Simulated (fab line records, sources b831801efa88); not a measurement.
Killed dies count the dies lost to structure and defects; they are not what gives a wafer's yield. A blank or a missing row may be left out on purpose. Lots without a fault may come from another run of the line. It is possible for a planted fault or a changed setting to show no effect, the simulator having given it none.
Which tool is to blame? | flow gf180mcu | 36 wafers from 12 lots sampled at 6 of the route's 602 steps

== WHAT EACH GAUGE READ, for each wafer ==
GF_STI_BOW_MEAS_00. Usual: for INCOMING_BOW the level is -1 um and the standard deviation is 6.6.
lot  | measured    | on            | INCOMING_BOW (um) | flag
L187 | day 1 10:04 | film-metro-04 | -6 5 -1           |
L189 | day 1 20:00 | film-metro-01 | -3 -8 2           |
L190 | day 2 01:00 | film-metro-02 | 9 -7 -1           |
L191 | day 2 06:00 | film-metro-02 | -10 5 3           |
L192 | day 2 11:01 | film-metro-02 | 3 -8 -5           |
L193 | day 2 16:00 | film-metro-04 | -9 8 6            |
L204 | day 4 23:01 | film-metro-04 | 8 -14 -5          |
L205 | day 5 04:00 | film-metro-04 | 7 -3 -12          |
L206 | day 5 09:00 | film-metro-02 | -11 3 -9          |
L207 | day 5 14:01 | film-metro-02 | 3 -3 4            |
L208 | day 5 19:01 | film-metro-04 | 5 -2 -2           |
L210 | day 6 05:00 | film-metro-02 | -6 -5 -8          |

GF_STI_THK_MEAS_30. Usual: for STI_OXIDATION_02_THK the level is 10.01 nm and the standard deviation is 0.16.
lot  | measured    | on            | STI_OXIDATION_02_THK (nm) | flag
L187 | day 2 06:20 | film-metro-04 | 10.14 10.07 10.17         |
L189 | day 3 00:36 | film-metro-01 | 10.02 9.86 10.00          |
L190 | day 3 04:06 | film-metro-02 | 9.97 10.13 10.13          |
L191 | day 3 06:53 | film-metro-01 | 10.27 10.34 10.26         |
L192 | day 3 09:55 | film-metro-04 | 10.03 10.01 9.90          |
L193 | day 3 13:31 | film-metro-04 | 10.12 10.09 10.12         |
L204 | day 5 22:02 | film-metro-02 | 9.95 10.07 9.83           |
L205 | day 6 03:20 | film-metro-02 | 10.12 10.11 10.00         |
L206 | day 6 09:24 | film-metro-02 | 9.95 10.00 10.03          |
L207 | day 6 12:55 | film-metro-02 | 9.96 10.03 9.80           |
L208 | day 6 18:34 | film-metro-01 | 9.90 10.16 10.20          |
L210 | day 7 09:22 | film-metro-02 | 9.77 9.92 9.66            |

GF_MVSD_TW_MEAS_11. Usual: for MVSD_TW the level is 1588 and the standard deviation is 5.9.
lot  | measured     | on            | MVSD_TW        | flag
L187 | day 4 08:04  | film-metro-04 | 1592 1589 1584 |
L189 | day 5 04:24  | film-metro-04 | 1593 1592 1586 |
L190 | day 5 11:45  | film-metro-04 | 1632 1622 1625 | OFF
L191 | day 5 13:11  | film-metro-03 | 1620 1623 1627 | OFF
L192 | day 5 17:40  | film-metro-03 | 1585 1581 1589 |
L193 | day 5 20:41  | film-metro-04 | 1623 1614 1633 | OFF
L204 | day 8 14:07  | film-metro-04 | 1590 1594 1591 |
L205 | day 8 21:02  | film-metro-03 | 1576 1584 1578 |
L206 | day 9 01:26  | film-metro-04 | 1591 1591 1590 |
L207 | day 9 07:13  | film-metro-03 | 1592 1588 1589 |
L208 | day 9 13:25  | film-metro-04 | 1588 1589 1593 |
L210 | day 10 03:50 | film-metro-04 | 1585 1597 1588 |

GF_VT_IMPLANT_RS_MEAS_46: measures by four-point-probe. Usual: for MVSD_RS the level is 456.7 ohm/sq and the standard deviation is 1.1.
lot  | measured     | on            | MVSD_RS (ohm/sq)  | flag
L187 | day 7 11:22  | film-metro-03 | 456.1 457.0 454.4 |
L189 | day 8 12:33  | film-metro-03 | 457.3 457.3 458.0 |
L190 | day 8 19:40  | film-metro-04 | 423.2 422.9 422.5 | OFF
L191 | day 8 21:24  | film-metro-04 | 424.0 423.9 423.9 | OFF
L192 | day 9 01:46  | film-metro-04 | 456.2 457.1 456.7 |
L193 | day 9 07:12  | film-metro-04 | 423.7 424.2 423.5 | OFF
L204 | day 12 17:56 | film-metro-04 | 457.9 457.6 457.5 |
L205 | day 12 18:52 | film-metro-01 | 457.3 455.0 456.3 |
L206 | day 12 21:13 | film-metro-03 | 456.0 455.8 456.9 |
L207 | day 13 05:07 | film-metro-03 | 457.8 457.1 456.9 |
L208 | day 13 11:11 | film-metro-04 | 457.4 456.7 457.7 |
L210 | day 14 03:22 | film-metro-04 | 458.7 458.6 459.9 |

== WHAT TOOL EACH LOT RAN ON (gives the tool, then ch and the chambers of the sampled wafers, and finally the start) ==
lot  | GF_NWELL_STRIP_10                   | GF_MVSD_IMPLANT_09
L187 | plasma-asher-04 ch 0,1, day 3 06:23 | implanter-01 ch 0, day 4 07:52
L189 | plasma-asher-02 ch 0,1, day 4 01:11 | implanter-03 ch 0, day 5 04:09
L190 | plasma-asher-03 ch 0,1, day 4 06:14 | implanter-03 ch 0, day 5 11:30
L191 | plasma-asher-03 ch 0,1, day 4 08:53 | implanter-03 ch 0, day 5 12:56
L192 | plasma-asher-03 ch 0, day 4 12:45   | implanter-01 ch 0, day 5 17:26
L193 | plasma-asher-02 ch 0,1, day 4 16:11 | implanter-03 ch 0, day 5 20:26
L204 | plasma-asher-04 ch 0,1, day 7 05:23 | implanter-03 ch 0, day 8 13:53
L205 | plasma-asher-02 ch 0,1, day 7 11:05 | implanter-01 ch 0, day 8 20:47
L206 | plasma-asher-04 ch 0,1, day 7 15:54 | implanter-02 ch 0, day 9 01:11
L207 | plasma-asher-02 ch 0,1, day 7 21:45 | implanter-03 ch 0, day 9 06:59
L208 | plasma-asher-02 ch 0,1, day 8 03:30 | implanter-01 ch 0, day 9 13:11
L210 | plasma-asher-03 ch 0,1, day 8 17:41 | implanter-03 ch 0, day 10 03:35
- GF_NWELL_STRIP_10: strips in O2/N2.
- GF_MVSD_IMPLANT_09

== WHAT THE TOOLS THEMSELVES READ (means of the sampled wafers that have a number; where no wafer has one, the mark that the record gives instead) ==
GF_NWELL_STRIP_10. Usual: drypump-motor-current-A 5.7 A, standard deviation 0.44; heater-power-w 351 W, standard deviation 53; oes-product-au 0.723 a.u., standard deviation 0.0043; strip-time-to-endpoint-s 36.89 s, standard deviation 0.11.
lot  | tool            | drypump-motor-current-A (A) | heater-power-w (W) | oes-product-au (a.u.) | strip-time-to-endpoint-s (s) | flag
L187 | plasma-asher-04 | 5.5                         | 313                | 0.722                 | 36.97                        |
L189 | plasma-asher-02 | 6.1                         | 388                | 0.721                 | 36.97                        |
L190 | plasma-asher-03 | 5.7                         | 335                | 0.722                 | 36.90                        |
L191 | plasma-asher-03 | 5.7                         | 333                | 0.725                 | 36.80                        |
L192 | plasma-asher-03 | 5.4                         | 296                | 0.723                 | 36.90                        |
L193 | plasma-asher-02 | 6.1                         | 384                | 0.725                 | 36.90                        |
L204 | plasma-asher-04 | 5.6                         | 305                | 0.721                 | 36.95                        |
L205 | plasma-asher-02 | 6.1                         | 393                | 0.720                 | 37.01                        |
L206 | plasma-asher-04 | 5.5                         | 305                | 0.722                 | 36.87                        |
L207 | plasma-asher-02 | 6.1                         | 391                | 0.725                 | 36.89                        |
L208 | plasma-asher-02 | 5.7                         | 377                | 0.724                 | 36.95                        |
L210 | plasma-asher-03 | 5.5                         | 312                | 0.722                 | 36.89                        |

GF_MVSD_IMPLANT_09. Usual: beam-energy-keV 100.00, standard deviation 0.027; dose-ions-cm2 5e+12, standard deviation 5.4e+09; faraday-current-uA 28.2, standard deviation 0.61.
lot  | tool         | beam-energy-keV | dose-ions-cm2 | faraday-current-uA | flag
L187 | implanter-01 | 99.99           | 5e+12         | 28.4               |
L189 | implanter-03 | 100.03          | 5e+12         | 28.4               |
L190 | implanter-03 | 99.94           | 8e+12         | 43.4               | OFF
L191 | implanter-03 | 100.00          | 8e+12         | 43.1               | OFF
L192 | implanter-01 | 99.99           | 5e+12         | 28.6               |
L193 | implanter-03 | 100.00          | 8e+12         | 43.3               | OFF
L204 | implanter-03 | 99.97           | 5e+12         | 28.3               |
L205 | implanter-01 | 99.99           | 5e+12         | 28.4               |
L206 | implanter-02 | 99.97           | 5e+12         | 28.4               |
L207 | implanter-03 | 100.03          | 5e+12         | 28.5               |
L208 | implanter-01 | 100.00          | 5e+12         | 28.3               |
L210 | implanter-03 | 100.02          | 5e+12         | 28.4               |

== THE ANSWER, worked out from the rows above alone ==
Rule: take the mean of a lot's wafers that have a number; if it is more than 3 standard deviations from the usual mean, the lot is off. A lot without any number at a reading at which 4 lots or more have one is off too. All remaining lots with rows at the step are treated as sound. The gauges are gone through in route order, then the tools' own readings, and for those a lot's mean is taken as printed above. The first step at which some lot is off is used, and at that step the reading that is off furthest; a lot without a number counts as furthest.
Off: at GF_MVSD_TW_MEAS_11 (MVSD_TW), L190, L191, L193.
If a tool, at a process step before that reading, ran all the lots that are off and no sound lot after the first of them, it fits. The gauges at GF_MVSD_TW_MEAS_11 aren't tried: what is off there is off at GF_MVSD_IMPLANT_09 too, on other tools, and a gauge's error can't cause that. None of those tried fits.

== WHAT HAD BEEN PUT IN BY THE SIMULATOR ==
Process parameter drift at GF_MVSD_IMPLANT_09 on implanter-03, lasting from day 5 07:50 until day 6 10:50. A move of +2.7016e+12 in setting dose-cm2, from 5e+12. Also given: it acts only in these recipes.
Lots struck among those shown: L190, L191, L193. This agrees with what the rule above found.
